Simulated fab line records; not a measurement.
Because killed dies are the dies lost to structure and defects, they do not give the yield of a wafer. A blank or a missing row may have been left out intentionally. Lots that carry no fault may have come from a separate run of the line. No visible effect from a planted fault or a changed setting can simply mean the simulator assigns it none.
Which tool is to blame? / flow gf180mcu / 42 wafers from 14 lots sampled at 5 of the route's 602 steps

WHAT THE GAUGES READ, wafer by wafer
GF_VT_IMPLANT_RS_MEAS_49: a four-point-probe measurement.
lot=L295; measured=day 7 13:23; on=filmMetro-02; MVPSD_RS (ohm/sq)=1167 1169 1169
lot=L298; measured=day 8 07:13; on=filmMetro-02; MVPSD_RS (ohm/sq)=1168 1174 1172
lot=L299; measured=day 8 11:51; on=filmMetro-04; MVPSD_RS (ohm/sq)=1165 1170 1167
lot=L300; measured=day 8 18:08; on=filmMetro-02; MVPSD_RS (ohm/sq)=1170 1171 1168
lot=L301; measured=day 8 21:24; on=filmMetro-01; MVPSD_RS (ohm/sq)=1170 1173 1172
lot=L303; measured=day 9 08:55; on=filmMetro-04; MVPSD_RS (ohm/sq)=1171 1167 1168
lot=L304; measured=day 9 15:26; on=filmMetro-04; MVPSD_RS (ohm/sq)=1170 1172 1169
lot=L305; measured=day 9 18:56; on=filmMetro-01; MVPSD_RS (ohm/sq)=1173 1173 1170
lot=L307; measured=day 10 08:38; on=filmMetro-04; MVPSD_RS (ohm/sq)=1170 1166 1171
lot=L309; measured=day 10 20:03; on=filmMetro-01; MVPSD_RS (ohm/sq)=1166 1169 1165
lot=L310; measured=day 11 06:10; on=filmMetro-01; MVPSD_RS (ohm/sq)=1166 1169 1169
lot=L311; measured=day 11 09:36; on=filmMetro-02; MVPSD_RS (ohm/sq)=- - -
lot=L314; measured=day 12 04:31; on=filmMetro-04; MVPSD_RS (ohm/sq)=1169 1167 1165
lot=L315; measured=day 12 12:16; on=filmMetro-04; MVPSD_RS (ohm/sq)=- - -

GF_HV_LDD_OVL_MEAS_32.
lot=L295; measured=day 11 07:51; on=overlay-01; HV_LDD_02_OVL (nm)=0.2 0.9 0.8
lot=L298; measured=day 11 23:16; on=overlay-01; HV_LDD_02_OVL (nm)=0.6 1.8 -0.3
lot=L299; measured=day 12 09:47; on=overlay-01; HV_LDD_02_OVL (nm)=-0.6 -1.0 -1.0
lot=L300; measured=day 12 17:19; on=overlay-02; HV_LDD_02_OVL (nm)=2.0 0.3 1.3
lot=L301; measured=day 12 23:13; on=overlay-02; HV_LDD_02_OVL (nm)=0.4 -1.8 1.4
lot=L303; measured=day 13 19:08; on=overlay-02; HV_LDD_02_OVL (nm)=2.8 2.6 0.3
lot=L304; measured=day 14 08:09; on=overlay-01; HV_LDD_02_OVL (nm)=-0.2 -1.6 0.6
lot=L305; measured=day 14 08:21; on=overlay-02; HV_LDD_02_OVL (nm)=-0.3 0.8 0.6
lot=L307; measured=day 14 21:17; on=overlay-02; HV_LDD_02_OVL (nm)=1.5 1.8 1.9
lot=L309; measured=day 15 16:32; on=overlay-01; HV_LDD_02_OVL (nm)=-0.4 -0.9 0.0
lot=L310; measured=day 16 11:32; on=overlay-02; HV_LDD_02_OVL (nm)=1.2 -2.0 -0.1
lot=L311; measured=day 16 11:49; on=overlay-02; HV_LDD_02_OVL (nm)=-1.0 0.7 -1.1
lot=L314; measured=day 17 08:47; on=overlay-01; HV_LDD_02_OVL (nm)=0.9 1.0 2.9
lot=L315; measured=day 17 15:21; on=overlay-02; HV_LDD_02_OVL (nm)=-3.1 -2.4 -2.5

GF_HV_LDD_CD_MEAS_46: the cd target is 400 nm.
lot=L295; measured=day 12 03:11; on=cdSem-02; cdNm (nm)=396.7 398.0 397.8
lot=L298; measured=day 12 19:46; on=cdSem-01; cdNm (nm)=400.6 400.3 402.7
lot=L299; measured=day 13 06:14; on=cdSem-01; cdNm (nm)=400.7 401.3 400.2
lot=L300; measured=day 13 13:45; on=cdSem-01; cdNm (nm)=401.6 398.7 399.7
lot=L301; measured=day 13 20:04; on=cdSem-02; cdNm (nm)=397.7 397.1 397.9
lot=L303; measured=day 14 15:31; on=cdSem-02; cdNm (nm)=401.9 401.9 401.3
lot=L304; measured=day 15 05:10; on=cdSem-02; cdNm (nm)=399.4 401.8 400.0
lot=L305; measured=day 15 05:51; on=cdSem-01; cdNm (nm)=398.1 399.7 397.7
lot=L307; measured=day 15 19:50; on=cdSem-01; cdNm (nm)=399.4 398.2 397.6
lot=L309; measured=day 16 15:09; on=cdSem-01; cdNm (nm)=399.9 397.8 400.1
lot=L310; measured=day 17 11:32; on=cdSem-02; cdNm (nm)=400.8 399.9 399.5
lot=L311; measured=day 17 11:44; on=cdSem-01; cdNm (nm)=396.8 397.7 400.0
lot=L314; measured=day 18 08:34; on=cdSem-02; cdNm (nm)=397.2 400.6 398.8
lot=L315; measured=day 18 16:22; on=cdSem-01; cdNm (nm)=397.7 398.1 400.4

GF_HV_LDD_OVL_MEAS_47.
lot=L295; measured=day 12 03:18; on=overlay-02; HV_LDD_03_OVL (nm)=0.5 0.9 0.6
lot=L298; measured=day 12 19:52; on=overlay-01; HV_LDD_03_OVL (nm)=-0.4 0.1 0.4
lot=L299; measured=day 13 06:21; on=overlay-01; HV_LDD_03_OVL (nm)=0.3 -1.0 -0.6
lot=L300; measured=day 13 13:52; on=overlay-01; HV_LDD_03_OVL (nm)=-1.5 1.0 -1.5
lot=L301; measured=day 13 20:08; on=overlay-02; HV_LDD_03_OVL (nm)=3.4 1.9 2.1
lot=L303; measured=day 14 15:36; on=overlay-02; HV_LDD_03_OVL (nm)=0.1 -0.3 -1.2
lot=L304; measured=day 15 05:15; on=overlay-02; HV_LDD_03_OVL (nm)=-0.2 1.1 0.2
lot=L305; measured=day 15 05:58; on=overlay-02; HV_LDD_03_OVL (nm)=0.5 -0.7 -1.6
lot=L307; measured=day 15 19:57; on=overlay-01; HV_LDD_03_OVL (nm)=0.8 2.1 1.3
lot=L309; measured=day 16 15:16; on=overlay-02; HV_LDD_03_OVL (nm)=1.9 2.5 -1.8
lot=L310; measured=day 17 11:39; on=overlay-01; HV_LDD_03_OVL (nm)=0.2 -0.4 0.9
lot=L311; measured=day 17 11:51; on=overlay-02; HV_LDD_03_OVL (nm)=-1.9 -0.2 -2.1
lot=L314; measured=day 18 08:41; on=overlay-02; HV_LDD_03_OVL (nm)=-1.7 0.6 -1.8
lot=L315; measured=day 18 16:28; on=overlay-01; HV_LDD_03_OVL (nm)=-0.2 1.3 1.7

WHAT TOOL EACH LOT RAN ON (gives the tool, then ch and the chambers of the sampled wafers, and finally the start)
lot=L295; GF_MVPSD_IMPLANT_09=implanter-02 ch 0, day 5 01:20
lot=L298; GF_MVPSD_IMPLANT_09=implanter-03 ch 0, day 5 18:40
lot=L299; GF_MVPSD_IMPLANT_09=implanter-02 ch 0, day 6 01:16
lot=L300; GF_MVPSD_IMPLANT_09=implanter-03 ch 0, day 6 11:08
lot=L301; GF_MVPSD_IMPLANT_09=implanter-01 ch 0, day 6 14:46
lot=L303; GF_MVPSD_IMPLANT_09=implanter-02 ch 0, day 7 03:38
lot=L304; GF_MVPSD_IMPLANT_09=implanter-02 ch 0, day 7 08:32
lot=L305; GF_MVPSD_IMPLANT_09=implanter-01 ch 0, day 7 13:40
lot=L307; GF_MVPSD_IMPLANT_09=implanter-01 ch 0, day 7 23:49
lot=L309; GF_MVPSD_IMPLANT_09=implanter-02 ch 0, day 8 07:59
lot=L310; GF_MVPSD_IMPLANT_09=implanter-02 ch 0, day 8 11:46
lot=L311; GF_MVPSD_IMPLANT_09=implanter-01 ch 0, day 8 15:11
lot=L314; GF_MVPSD_IMPLANT_09=implanter-02 ch 0, day 9 04:28
lot=L315; GF_MVPSD_IMPLANT_09=implanter-01 ch 0, day 9 09:16
- GF_MVPSD_IMPLANT_09

AS READ BY THE TOOLS THEMSELVES (means over the sampled wafers that have a number; for cases with no such wafer, the mark the record gives instead)
GF_MVPSD_IMPLANT_09.
lot=L295; tool=implanter-02; endStationPressureTorr (Torr)=5.01e-06; tiltDeg (degrees)=0.021
lot=L298; tool=implanter-03; endStationPressureTorr (Torr)=5.06e-06; tiltDeg (degrees)=-0.008
lot=L299; tool=implanter-02; endStationPressureTorr (Torr)=5.13e-06; tiltDeg (degrees)=-0.009
lot=L300; tool=implanter-03; endStationPressureTorr (Torr)=4.92e-06; tiltDeg (degrees)=0.009
lot=L301; tool=implanter-01; endStationPressureTorr (Torr)=5.24e-06; tiltDeg (degrees)=0.001
lot=L303; tool=implanter-02; endStationPressureTorr (Torr)=4.95e-06; tiltDeg (degrees)=0.020
lot=L304; tool=implanter-02; endStationPressureTorr (Torr)=5.06e-06; tiltDeg (degrees)=0.021
lot=L305; tool=implanter-01; endStationPressureTorr (Torr)=4.85e-06; tiltDeg (degrees)=-0.001
lot=L307; tool=implanter-01; endStationPressureTorr (Torr)=5.28e-06; tiltDeg (degrees)=0.001
lot=L309; tool=implanter-02; endStationPressureTorr (Torr)=4.95e-06; tiltDeg (degrees)=-0.024
lot=L310; tool=implanter-02; endStationPressureTorr (Torr)=5.00e-06; tiltDeg (degrees)=-0.013
lot=L311; tool=implanter-01; endStationPressureTorr (Torr)=4.96e-06; tiltDeg (degrees)=13.060
lot=L314; tool=implanter-02; endStationPressureTorr (Torr)=4.74e-06; tiltDeg (degrees)=0.014
lot=L315; tool=implanter-01; endStationPressureTorr (Torr)=4.75e-06; tiltDeg (degrees)=13.069

THE ANSWER, worked out from the rows above alone
Rule: what is usual is taken from the lots themselves. Put in order of their means at a reading, lots are off if they are a third of the lots or fewer, leave a main group of 4 or more, and stand apart from it by a gap of 3 or more times the standard deviation of the main group's means; of several such gaps the widest counts. Not used: any main group whose means are identical at the precision the tables above print for the reading. A lot without any number at a reading at which 4 lots or more have one is off too. Any other lot the step has rows for is counted as sound. Order of review: gauges by route order, followed by the tools' own readings, for which a lot's mean as printed above is used. At the first step where some lot is off, the reading lying furthest off is the one used; lots without a number count as furthest.
Off: L311, L315, seen at GF_VT_IMPLANT_RS_MEAS_49 (MVPSD_RS). Without a number there: L311, L315. Main group: mean 1169 ohm/sq, sd 1.8.
A tool fits if, at a process step before that reading, it ran every lot that is off, and no sound lot after the first of them. Not tried: the gauges at GF_VT_IMPLANT_RS_MEAS_49; whatever is off there is also off at GF_MVPSD_IMPLANT_09, on other tools, and gauge error can't account for it. One candidate fits, namely implanter-01 at GF_MVPSD_IMPLANT_09. Its last sound lot is L307 (day 7 23:49), its first lot that is off L311 (day 8 15:11): a fault that began between those two fits.
The tool's own readings at GF_MVPSD_IMPLANT_09 bear it out: on the lots that are off they differ by more than 5 times the standard deviation of the sound lots' means. tiltDeg reads 13.065 degrees there against 0.003 degrees on the sound lots.

WHAT HAD BEEN PUT IN BY THE SIMULATOR
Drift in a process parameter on implanter-01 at GF_MVPSD_IMPLANT_09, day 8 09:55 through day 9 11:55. Setting tiltDeg shifted by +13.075 from 0. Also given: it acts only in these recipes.
Shown lots that were struck: L311, L315. This agrees with what the rule above found.
